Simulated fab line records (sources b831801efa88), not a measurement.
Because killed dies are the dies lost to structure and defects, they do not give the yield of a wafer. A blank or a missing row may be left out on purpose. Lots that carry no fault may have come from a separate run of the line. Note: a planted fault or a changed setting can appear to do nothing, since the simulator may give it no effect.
A struck lot beside a sound one + flow sky130 + 45 out of 708 route steps
Sound: the wafers L848.1, L848.4, L848.5. Wafers L855.3, L855.4, L855.5 were the ones struck. Last of all comes the cause.
Per side, at each step with rows, come the tool, then ch with its chambers, and then its first start. Under that, the readings that differ: sound wafers + struck wafers + difference of the means + sigmas: that difference in standard deviations of wafers without a fault.
alike: words and numbers the same on both sides, and readings whose means are apart by under 2 such deviations; not compared: readings that were withheld, readings missing a value for some wafer, numbers with overlapping values and no deviation given by the record, and bounds like >300 which may hide the same value.
Wherever a step has rows on one side only, a row that says differs or no value, or a row with sigmas, the two part there. Numbers that have no deviation but don't overlap get no sigmas and don't part them. A reading missing from all wafers of one side parts the sides only when that side holds two or more wafers.

first, 3 steps without rows for these wafers: SKY_SONOS_ONO_WET_ETCH_18 (etches Si3N4 in H3PO4, target depth 15 nm, time 172 s); SKY_GATE_OXIDE_CLEAN_00 (cleans in SC1/SC2, time 150 s); SKY_GATE_OXIDE_OXIDATION_01 (stabilise 600 s, purge 300 s, target thk 10.268 nm).
SKY_GATE_OXIDE_THK_MEAS_02:
  sound: film metro-04 at day 16 08:47; struck: film metro-04 at day 18 14:49
  alike: GATE_OXIDE_OXIDATION_00_THK
then, 7 steps without rows for these wafers: SKY_GATE_OXIDE_DEHYDRATE_03 (time 60 s); SKY_GATE_OXIDE_HMDS_04 (prime time 60 s); SKY_GATE_OXIDE_COAT_05 (resist thk 1140 nm); SKY_GATE_OXIDE_SOFTBAKE_06 (time 60 s); SKY_GATE_OXIDE_EXPOSE_07 (exposes mask LVOM, target cd 600 nm); SKY_GATE_OXIDE_PEB_08; SKY_GATE_OXIDE_DEVELOP_09 (develop time 60 s).
SKY_GATE_OXIDE_OVL_MEAS_10:
  sound: overlay-02 at day 17 12:49; struck: overlay-01 at day 19 20:59
  alike: GATE_OXIDE_OVL
SKY_GATE_OXIDE_IMPLANT_11:
  sound on implanter-04 ch 0, day 17 12:52; struck on implanter-04 ch 0, day 19 21:04
| reading            | sound                     | struck                        | difference | sigmas      |
|--------------------|---------------------------|-------------------------------|------------|-------------|
| dose ions cm2      | 2.603e+12 2.6e+12 2.6e+12 | 1.835e+12 1.827e+12 1.828e+12 | -7.710e+11 | -99 or more |
| faraday current uA | 14.7 14.5 14.7            | 10.6 10.7 10.0                | -4.2       | -14         |
then, 1 step without rows for these wafers: SKY_GATE_OXIDE_WET_ETCH_12 (etches SiO2 in dHF, target depth 16.8 nm, time 336 s).
SKY_GATE_OXIDE_STRIP_13: strips in O2/N2.
  sound on plasma asher-04 ch 1, day 17 13:25; struck on plasma asher-04 ch 0,1, day 19 21:18
  alike: drypump motor current A, o2 flow sccm, oes product au, strip time to endpoint s
  not compared: rf hours counter h
SKY_GATE_OXIDE_TW_MEAS_14:
  sound: film metro-04 at day 17 13:31; struck: film metro-04 at day 19 21:23
| reading       | sound             | struck            | difference | sigmas |
|---------------|-------------------|-------------------|------------|--------|
| GATE_OXIDE_TW | 225.7 227.0 227.1 | 203.0 203.8 202.9 | -23.4      | -27    |
then, 3 steps without rows for these wafers: SKY_GATE_OXIDE_CLEAN_15 (cleans in SC1/SC2, time 150 s); SKY_GATE_OXIDE_OXIDATION_16 (stabilise 600 s, purge 300 s, target thk 3.57 nm); SKY_POLY_GATE_CVD_00 (deposits poly-Si, target thk 180 nm, time 720 s).
SKY_POLY_GATE_THK_MEAS_01:
  sound: film metro-03 at day 17 18:06; struck: film metro-03 at day 20 00:14
  alike: POLY_GATE_CVD_00_THK
then, 8 steps without rows for these wafers: SKY_RES_PROTECT_DEHYDRATE_00 (time 60 s); SKY_RES_PROTECT_HMDS_01 (prime time 60 s); SKY_RES_PROTECT_COAT_02 (resist thk 1140 nm); SKY_RES_PROTECT_SOFTBAKE_03 (time 60 s); SKY_RES_PROTECT_EXPOSE_04 (exposes mask RPM, target cd 1270 nm); SKY_RES_PROTECT_PEB_05; SKY_RES_PROTECT_DEVELOP_06 (develop time 60 s); SKY_POLY_GATE_IMPLANT_02.
SKY_RES_PROTECT_STRIP_07: strips in O2/N2.
  sound on plasma asher-03 ch 1, day 19 00:10; struck on plasma asher-01 ch 0,1, day 21 07:12
| reading                      | sound             | struck            | difference | sigmas |
|------------------------------|-------------------|-------------------|------------|--------|
| strip time to endpoint s (s) | 23.31 23.38 23.35 | 23.23 23.24 23.24 | -0.11      | -3     |
  alike: drypump motor current A, o2 flow sccm, oes product au
  not compared: rf hours counter h
SKY_RES_PROTECT_TW_MEAS_08:
  sound: film metro-04 at day 19 00:16; struck: film metro-01 at day 21 07:17
  alike: POLY_GATE_TW
then, 2 steps without rows for these wafers: SKY_RES_PROTECT_CLEAN_09 (cleans in SC1/SC2, time 150 s); SKY_POLY_GATE_CVD_03 (deposits Si3N4 from DCS/NH3, target thk 75 nm, time 1290 s).
SKY_POLY_GATE_THK_MEAS_04:
  sound: film metro-01 at day 19 03:20; struck: film metro-02 at day 21 08:46
  alike: POLY_GATE_CVD_03_THK
then, 8 steps without rows for these wafers: SKY_POLY_GATE_DEHYDRATE_05 (time 60 s); SKY_POLY_GATE_HMDS_06 (prime time 60 s); SKY_POLY_GATE_COAT_07 (resist thk 110 nm); SKY_POLY_GATE_COAT_08 (resist thk 450 nm); SKY_POLY_GATE_SOFTBAKE_09 (time 90 s); SKY_POLY_GATE_EXPOSE_10 (exposes mask P1M, target cd 150 nm); SKY_POLY_GATE_PEB_11; SKY_POLY_GATE_DEVELOP_12 (develop time 60 s).
SKY_POLY_GATE_CD_MEAS_13: the cd target is 150 nm.
  sound: cd sem-01 at day 20 10:38; struck: cd sem-01 at day 22 15:30
  alike: cd nm
-- the record jumps here: 12 days lie between the struck wafers' starts before and after (it left off in module POLY_GATE and takes up again in module LI_CONTACT, whose first step shown is number 376 of the route) --
SKY_LI_CONTACT_ETCH_14: etches BARC in N2/H2, stops on SiO2, time 45.9 s, target depth 60 nm.
  sound on rie diel-02 ch 0,2,3, day 32 22:32; struck on rie diel-03 ch 0,1, day 34 22:58
| reading               | sound             | struck            | difference | sigmas |
|-----------------------|-------------------|-------------------|------------|--------|
| oes product au (a.u.) | 0.858 0.858 0.857 | 0.844 0.847 0.848 | -0.011     | -2     |
  alike: drypump motor current A, throttle valve pct
  not compared: rf hours counter h, model.LI_CONTACT.cd nm
SKY_LI_CONTACT_ETCH_15: etches PSG in C4F8/O2/Ar, stops on Si, target depth 600 nm.
  sound on rie diel-02 ch 0,2,3, day 32 22:35; struck on rie diel-03 ch 0,1, day 34 23:01
  alike: oes product au
  not compared: model.LI_CONTACT.cd nm
-- the record jumps here: 15 days lie between the struck wafers' starts before and after (it left off in module LI_CONTACT and takes up again in module PAD_OPEN, whose first step shown is number 708 of the route) --
SKY_PAD_OPEN_PROBE_99:
  sound: prober-01 at day 48 19:38; struck: prober-02 at day 50 05:52
| reading                                   | sound             | struck            | difference | sigmas |
|-------------------------------------------|-------------------|-------------------|------------|--------|
| model.etest.tip p.rs ohm sq               | 6912 6920 6962    | 7069 7084 7120    | +160       |        |
| model.etest.pfet_01v8.r on ohm um         | 2939 2984 2977    | 3125 3159 3164    | +183       |        |
| model.etest.nfet_01v8_lvt.drive ua um     | 574.9 575.2 561.9 | 618.2 616.4 607.1 | +43.2      |        |
| model.etest.nfet_01v8.drive ua um         | 500.2 496.8 485.9 | 538.2 537.3 530.9 | +41.2      |        |
| model.etest.nfet_01v8_turned.drive ua um  | 501.5 495.9 492.6 | 543.6 541 531.2   | +41.9      |        |
| model.etest.nfet_01v8_swapped.drive ua um | 507.1 495.3 492.1 | 542 536.4 532.2   | +39        |        |
| model.etest.nfet_01v8.r on ohm um         | 829.4 839 852.7   | 810.2 799.4 817.4 | -31.4      |        |
| model.etest.sram nfet pass.drive ua um    | 493.9 479.9 477.5 | 534.5 554.4 540.3 | +59.3      |        |
  alike: killed_at_M0_to_M3, killed_at_M4_up, killed at contacts, killed at front end, killed at other, killed dies, killed open, killed short

WHERE THEY PART
At SKY_GATE_OXIDE_IMPLANT_11 first; at SKY_LI_CONTACT_ETCH_14 last (within this record only). Later steps at which nothing parts them and some readings are alike: SKY_LI_CONTACT_ETCH_15, SKY_PAD_OPEN_PROBE_99.

WHY: what had been put in by the simulator
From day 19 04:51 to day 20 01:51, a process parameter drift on implanter-04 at SKY_GATE_OXIDE_IMPLANT_11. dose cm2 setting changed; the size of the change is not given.
